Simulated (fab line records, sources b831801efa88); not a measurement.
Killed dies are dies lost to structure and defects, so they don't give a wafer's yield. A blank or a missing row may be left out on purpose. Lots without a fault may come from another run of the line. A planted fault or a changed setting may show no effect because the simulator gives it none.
Which tool did it? | flow sky130 | 14 lots, 42 wafers sampled, at 2 steps of a route of 708

WHAT THE GAUGES READ, wafer by wafer
The record holds no reading of a measuring or inspecting step that can be judged against a usual standard deviation.

WHICH TOOL RAN EACH LOT (tool, then ch and the chambers of the sampled wafers, then the start)
lot  | SKY_METAL2_SPUTTER_04        | SKY_PAD_OPEN_PROBE_99
L250 | pvd_sputter-02, day 33 18:06 | -
L251 | pvd_sputter-02, day 34 03:44 | -
L252 | pvd_sputter-01, day 34 22:11 | -
L253 | pvd_sputter-02, day 35 12:59 | -
L255 | pvd_sputter-01, day 35 13:44 | -
L256 | pvd_sputter-02, day 36 04:50 | -
L257 | pvd_sputter-01, day 36 07:37 | -
L259 | pvd_sputter-03, day 36 22:41 | -
L260 | pvd_sputter-02, day 37 08:19 | -
L263 | pvd_sputter-03, day 38 02:44 | prober-01, day 48 20:31
L262 | pvd_sputter-01, day 38 03:20 | -
L268 | pvd_sputter-02, day 39 07:44 | -
L272 | pvd_sputter-03, day 41 03:23 | prober-01, day 50 23:31
L273 | pvd_sputter-03, day 41 15:25 | -
- SKY_METAL2_SPUTTER_04: material TiN, target thk 70 nm, time 58.3 s.
- SKY_PAD_OPEN_PROBE_99

WHAT THE TOOLS THEMSELVES READ (means of the sampled wafers that have a number; where no wafer has one, the mark that the record gives instead)
SKY_METAL2_SPUTTER_04. Usual: chamber_pressure_pa 0.4000 Pa, standard deviation 0.00068; throttle_valve_pct 29.9 %, standard deviation 1.4.
lot  | tool           | chamber_pressure_pa (Pa) | throttle_valve_pct (%) | flag
L250 | pvd_sputter-02 | 0.3993                   | 30.4                   |
L251 | pvd_sputter-02 | 0.4001                   | 30.2                   |
L252 | pvd_sputter-01 | 0.3998                   | 30.9                   |
L253 | pvd_sputter-02 | 0.3999                   | 28.4                   |
L255 | pvd_sputter-01 | 0.4004                   | 31.2                   |
L256 | pvd_sputter-02 | 0.3993                   | 29.9                   |
L257 | pvd_sputter-01 | 0.3998                   | 31.0                   |
L259 | pvd_sputter-03 | 0.4003                   | 30.4                   |
L260 | pvd_sputter-02 | 0.4004                   | 28.7                   |
L263 | pvd_sputter-03 | 0.4000                   | 29.9                   |
L262 | pvd_sputter-01 | 0.4003                   | 29.9                   |
L268 | pvd_sputter-02 | 0.4000                   | 30.0                   |
L272 | pvd_sputter-03 | 0.3017                   | 34.4                   | OFF
L273 | pvd_sputter-03 | 0.3018                   | 34.5                   | OFF

SKY_PAD_OPEN_PROBE_99. Usual: defect_limited_yield 82.4 %, standard deviation 1.9; killed_at_M0_to_M3 44, standard deviation 7.2; killed_at_M4_up 3.4, standard deviation 2.1; killed_at_contacts 24, standard deviation 5.5; killed_at_front_end 15, standard deviation 4.6; killed_at_other 0.4, standard deviation 0.64; killed_dies 86, standard deviation 9.1; killed_open 47, standard deviation 7.5; killed_short 39, standard deviation 5.8; sort_bin_3_pad_short 0.9 %, standard deviation 0.41; sort_bin_5_function 10.4 %, standard deviation 1.5; sort_bin_6_memory 6.3 %, standard deviation 1.2; sort_n_pass 406, standard deviation 9.1; sort_yield_pct 82.4 %, standard deviation 1.9.
lot  | tool      | defect_limited_yield (%) | killed_at_M0_to_M3 | killed_at_M4_up | killed_at_contacts | killed_at_front_end | killed_at_other | killed_dies | killed_open | killed_short | sort_bin_3_pad_short (%) | sort_bin_5_function (%) | sort_bin_6_memory (%) | sort_n_pass | sort_yield_pct (%) | flag
L263 | prober-01 | 80.7                     | 48                 | 3.3             | 28                 | 15                  | 1.0             | 95          | 54          | 40           | 1.0                      | 11.9                    | 6.4                   | 397         | 80.7               |
L272 | prober-01 | 82.3                     | 42                 | 2.3             | 27                 | 16                  | 0.3             | 87          | 44          | 42           | 0.6                      | 10.5                    | 6.6                   | 405         | 82.3               |

THE ANSWER, worked out from the rows above alone
Rule: a lot is off if the mean of its wafers that have a number lies more than 3 standard deviations from the usual mean. A lot without any number at a reading at which 4 lots or more have one is off too. The other lots that the step has rows for count as sound. The gauges are gone through in route order, then the tools' own readings, and for those a lot's mean is taken as printed above. The first step at which some lot is off is used, and at that step the reading that is off furthest; a lot without a number counts as furthest.
Off: L272, L273, at SKY_METAL2_SPUTTER_04 (chamber_pressure_pa).
A tool fits if, at that step or a process step before it, it ran every lot that is off, and no sound lot after the first of them. One fits: pvd_sputter-03 at SKY_METAL2_SPUTTER_04. Its last sound lot is L263 (day 38 02:44), its first lot that is off L272 (day 41 03:23): a fault that began between those two fits.
The tool's own readings at SKY_METAL2_SPUTTER_04 bear it out: on the lots that are off they differ by more than 5 times the standard deviation of the sound lots' means. chamber_pressure_pa reads 0.3018 Pa there against 0.4000 Pa on the sound lots; throttle_valve_pct reads 34.5 % there against 30.1 % on the sound lots.

WHAT THE SIMULATOR HAD PUT IN
Process parameter drift: pvd_sputter-03, from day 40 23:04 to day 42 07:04, at SKY_METAL2_SPUTTER_04. Setting chamber_pressure_pa, moved by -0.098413, from 0.4. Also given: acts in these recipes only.
Lots struck among those shown: L272, L273. The rule above found the same.
